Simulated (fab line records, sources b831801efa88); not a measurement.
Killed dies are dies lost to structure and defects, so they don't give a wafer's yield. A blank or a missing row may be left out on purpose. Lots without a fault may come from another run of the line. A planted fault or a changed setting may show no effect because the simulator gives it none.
Problem report in the 8D (eight disciplines) form, filled by code | flow sky130 | the parts of the form that need people (team, actions taken, sign-off) are left out

1. THE PROBLEM
killed_at_front_end at SKY_PAD_OPEN_PROBE_99 reads a mean of 50 on 4 wafers of 2 lots; wafers without a fault read 16 with a standard deviation of 4.1. That is +8.4 standard deviations from the usual mean.
First seen on wafer L759.3, day 47 14:53, on prober-01. The record holds 39 wafers of 13 lots with a number at this step. Rule for "out", or "out of limits": more than 4 standard deviations from the usual mean. The other wafers with a number count as sound.

2. WHAT IT IS AND WHAT IT IS NOT
question                    | is                             | is not
which readings at this step | killed_at_front_end            | killed_at_M0_to_M3, killed_at_contacts, killed_open, killed_short
which lots                  | L759, L760                     | L754, L756, L757, L758, L768, L769, L770, L771, L772, L773, L774
which wafers of those lots  | L759.3, L759.6, L760.1, L760.4 | L759.4, L760.2
read on which tools         | prober-01, prober-02           | -
when                        | from day 47 14:53              | up to then (12 sound wafers); but 23 sound wafers of L759, L760, L768, L769, L770, L771, L772, L773, L774 came after

3. SUSPECTS, AND WHAT RULES EACH OUT
Counting: a tool at a process step up to the reading stays a suspect if it ran every lot that is out. Sound lots after the first of them don't rule it out here, since some wafers of a struck lot are sound.
- plasma_asher-01 at SKY_SONOS_ONO_STRIP_17 (strips in O2/N2): kept. It ran every lot that is out, first L759 (day 15 00:31); its last sound lot up to then is L758 (day 14 19:49).
- pvd_sputter-03 at SKY_METAL3_SPUTTER_04 (material TiN, target thk 70 nm, time 58.3 s): kept. It ran every lot that is out, first L759 (day 38 16:40); its last sound lot up to then is L758 (day 38 12:08).
- Within plasma_asher-01 at SKY_SONOS_ONO_STRIP_17: the wafers that are out ran in chamber 0; their sound lot-mates ran in chamber 1.
Left after counting: plasma_asher-01 at SKY_SONOS_ONO_STRIP_17, pvd_sputter-03 at SKY_METAL3_SPUTTER_04.

4. THE CAUSE (what the simulator had put in)
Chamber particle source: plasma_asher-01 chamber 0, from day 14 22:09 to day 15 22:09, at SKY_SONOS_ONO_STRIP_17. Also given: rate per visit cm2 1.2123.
Counting left 2 suspects, and this tool is among them.

5. THE CHAIN OF EFFECTS, in route order
Each row: a reading whose mean over the struck wafers that have a number lies more than 3 standard deviations from the usual. Only readings for which the record gives a usual standard deviation are gone through. hours: the time from each lot's start at the first step in this table that gives one to its start at this step, as a median over the lots. sigmas: the change in usual standard deviations.
hours | step                  | reading             | usual | on struck wafers | change | sigmas
0     | SKY_PAD_OPEN_PROBE_99 | killed_at_front_end | 16    | 50               | +34    | +8.4
0     | SKY_PAD_OPEN_PROBE_99 | killed_dies         | 86    | 114              | +28    | +3.0
The process steps in it:
- SKY_PAD_OPEN_PROBE_99

6. WHAT WOULD HAVE CAUGHT IT SOONER
In this record the first reading out of limits was taken at day 47 14:53, 785 hours after the fault began at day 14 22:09.
Of the tool readings at SKY_SONOS_ONO_STRIP_17 for which the record gives a usual standard deviation, none was out on any struck wafer, so an alarm limit of 4 standard deviations on them would not have fired.
All the lots that are out (2) had begun SKY_SONOS_ONO_STRIP_17 on plasma_asher-01 by day 47 14:53. A hold on the tool at that time would have spared none of them.
